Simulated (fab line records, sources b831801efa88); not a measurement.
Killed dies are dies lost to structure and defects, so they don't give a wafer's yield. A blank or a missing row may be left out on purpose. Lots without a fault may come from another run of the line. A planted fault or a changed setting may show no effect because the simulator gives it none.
A struck lot beside a sound one | flow sky130 | 43 steps out of a route of 708
Sound: wafers L126.1, L126.3, L126.5. Struck: wafers L142.2, L142.5. (L142.4 of the same lot was not struck and is left out.) The cause comes at the end.
At each step with rows: each side's tool, then ch and its chambers, then its first start. Under that, the readings that differ: sound wafers | struck wafers | difference of the means | sigmas: that difference in standard deviations of wafers without a fault.
alike: readings whose means differ by less than 2 such deviations, and words and numbers that are the same on both sides. not compared: withheld readings, readings that some wafer has no value for, bounds like >300 that may hide the same value, and numbers for which the record gives no deviation and whose values overlap.
The two part at a step that has a row with sigmas, a row that says differs or no value, or rows on one side only. Numbers that don't overlap but have no deviation are shown without sigmas and don't part them. A reading that every wafer of one side lacks parts them only if that side has two wafers or more.

first, 3 steps without rows for these wafers: SKY_VIA2_CLEAN_18 (cleans in IPA, time 180 s); SKY_VIA2_CLEAN_19 (cleans in O3/DIW); SKY_VIA2_SPUTTER_20 (material TiN, target thk 20 nm, time 80 s).
SKY_VIA2_CVD_21: deposits W, target thk 420 nm, time 126.4 s.
  sound on cvd_w-01 ch 0,1, day 38 18:07; struck on cvd_w-02 ch 1, day 42 16:14
  reading            | sound       | struck    | difference | sigmas
  heater_power_w (W) | 741 867 735 | 1037 1023 | +249       | +2
SKY_VIA2_RS_MEAS_22: measures by four-point-probe.
  sound on film_metro-03, day 38 18:14; struck on film_metro-03, day 42 16:23
  alike: VIA2_W_RS
SKY_VIA2_THK_MEAS_23: measures by xrf.
  sound on film_metro-03, day 38 18:22; struck on film_metro-03, day 42 16:30
  alike: VIA2_W_THK
SKY_VIA2_CMP_24: polishes, stops on SiO2, t overpolish 20 s, target thk 0 nm.
  sound on cmp-01 ch 0,3, day 38 18:25; struck on cmp-02 ch 2, day 42 16:36
  reading              | sound                | struck        | difference | sigmas
  overpolish_run_s (s) | 20.018 20.017 20.007 | 19.990 19.991 | -0.024     | -2
  alike: motor_current_A, time_to_endpoint_s
then, 2 steps without rows for these wafers: SKY_METAL3_SPUTTER_00 (material Ti, target thk 15 nm, time 10 s); SKY_METAL3_SPUTTER_01 (material TiN, target thk 20 nm, time 16.7 s).
SKY_METAL3_SPUTTER_02: material AlCu, target thk 735 nm, time 39.1 s.
  sound on pvd_sputter-01, day 38 18:46; struck on pvd_sputter-04, day 42 16:54
  alike: throttle_valve_pct
then, 1 step without rows for these wafers: SKY_METAL3_SPUTTER_03 (material Ti, target thk 5 nm, time 3.3 s).
SKY_METAL3_SPUTTER_04: material TiN, target thk 70 nm, time 58.3 s.
  sound on pvd_sputter-01, day 38 18:50; struck on pvd_sputter-04, day 42 16:57
  alike: throttle_valve_pct
SKY_CAPM_CVD_00: deposits SiO2, target thk 15.5 nm.
  sound on pecvd-01 ch 0,2, day 38 18:53; struck on pecvd-03 ch 1, day 42 17:00
  reading                               | sound            | struck      | difference | sigmas
  model.SiO2_of_CAPM_CVD_00.thk_nm (nm) | 15.17 15.38 15.5 | 18.31 18.76 | +3.19      |
  alike: heater_power_w
SKY_CAPM_THK_MEAS_01:
  sound on film_metro-03, day 38 18:54; struck on film_metro-02, day 42 17:16
  reading              | sound             | struck      | difference | sigmas
  CAPM_CVD_00_THK (nm) | 15.18 15.41 15.48 | 18.31 18.81 | +3.20      | +17
  not compared: hold
SKY_CAPM_RS_MEAS_03: measures by four-point-probe.
  sound on film_metro-04, day 38 19:04; struck on film_metro-03, day 42 19:43
  alike: CAPM_TIN_RS
SKY_CAPM_THK_MEAS_04: measures by xrf.
  sound on film_metro-04, day 38 19:11; struck on film_metro-03, day 42 19:50
  alike: CAPM_TIN_THK
then, 7 steps without rows for these wafers: SKY_CAPM_DEHYDRATE_05 (time 60 s); SKY_CAPM_HMDS_06 (prime time 60 s); SKY_CAPM_COAT_07 (resist thk 1140 nm); SKY_CAPM_SOFTBAKE_08 (time 60 s); SKY_CAPM_EXPOSE_09 (exposes mask CAPM, target cd 1000 nm); SKY_CAPM_PEB_10; SKY_CAPM_DEVELOP_11 (develop time 60 s).
SKY_CAPM_OVL_MEAS_12:
  sound on overlay-02, day 39 19:15; struck on overlay-02, day 43 15:55
  alike: CAPM_OVL
then, 13 steps without rows for these wafers: SKY_CAPM_METAL_ETCH_13 (etches TiN in Cl2/BCl3, stops on SiO2, target depth 220 nm, time 62.9 s); SKY_CAPM_STRIP_14 (strips in O2/N2); SKY_CAPM_STRIP_15 (strips in post etch residue remover, time 1200 s); SKY_CAPM_CLEAN_16 (cleans in IPA, time 180 s); SKY_CAPM_CLEAN_17 (cleans in O3/DIW); SKY_METAL3_DEHYDRATE_05 (time 60 s); SKY_METAL3_HMDS_06 (prime time 60 s); SKY_METAL3_COAT_07 (resist thk 60 nm); SKY_METAL3_COAT_08 (resist thk 1140 nm); SKY_METAL3_SOFTBAKE_09 (time 90 s); SKY_METAL3_EXPOSE_10 (exposes mask MM3, target cd 300 nm); SKY_METAL3_PEB_11; SKY_METAL3_DEVELOP_12 (develop time 60 s).
SKY_METAL3_CD_MEAS_13: target cd 300 nm.
  sound on cd_sem-01, day 40 20:04; struck on cd_sem-01, day 44 15:15
  reading    | sound             | struck      | difference | sigmas
  cd_nm (nm) | 297.2 297.4 296.7 | 301.2 301.1 | +4.1       | +3
SKY_METAL3_OVL_MEAS_14:
  sound on overlay-01, day 40 20:11; struck on overlay-01, day 44 15:22
  alike: METAL3_OVL
then, 1 step without rows for these wafers: SKY_METAL3_DESCUM_15 (chemistry O2, time 8 s).
SKY_METAL3_ETCH_16: etches BARC in N2/H2, stops on SiO2, time 88.2 s, target depth 60 nm.
  sound on rie_metal-04 ch 1, day 40 20:16; struck on rie_metal-04 ch 1, day 44 15:25
  alike: chamber_pressure_mTorr, drypump_motor_current_A, oes_product_au, throttle_valve_pct
  not compared: rf_hours_counter_h
SKY_METAL3_ETCH_17: etches SiO2 in C4F8/O2/Ar, stops on TiN, time 3.9 s, target depth 15 nm.
  sound on rie_diel-02 ch 1,2,3, day 40 20:22; struck on rie_diel-04 ch 0,2, day 44 15:31
  reading               | sound             | struck      | difference | sigmas
  oes_product_au (a.u.) | 0.742 0.751 0.758 | 0.821 0.840 | +0.080     | +13
  alike: chamber_pressure_mTorr
  not compared: rf_hours_counter_h
-- the record jumps here: 6 days lie between the struck wafers' starts before and after (it left off in module METAL3 and takes up again in module PAD_OPEN, whose first step shown is number 708 of the route) --
SKY_PAD_OPEN_PROBE_99:
  sound on prober-02, day 47 16:53; struck on prober-01, day 50 14:59
  reading                              | sound               | struck        | difference | sigmas
  killed_open                          | 38 37 56            | 59 61         | +16        | +2
  model.etest.cap_mim.bv_v (V)         | 13.68 13.58 13.76   | 16.14 16.24   | +2.52      |
  model.etest.cap_mim.leak_log10_a_cm2 | -8.977 -8.81 -9.065 | -9.646 -9.704 | -0.724     |
  model.etest.cap_mim.c_ff_um2         | 2.408 2.36 2.343    | 1.985 1.928   | -0.414     |
  alike: defect_limited_yield, killed_at_M0_to_M3, killed_at_M4_up, killed_at_contacts, killed_at_front_end, killed_at_other, killed_dies, killed_short, sort_bin_3_pad_short, sort_bin_5_function, sort_bin_6_memory, sort_n_pass, sort_yield_pct

WHERE THEY PART
First at SKY_VIA2_CVD_21; last, within this record, at SKY_PAD_OPEN_PROBE_99.

WHY: what the simulator had put in
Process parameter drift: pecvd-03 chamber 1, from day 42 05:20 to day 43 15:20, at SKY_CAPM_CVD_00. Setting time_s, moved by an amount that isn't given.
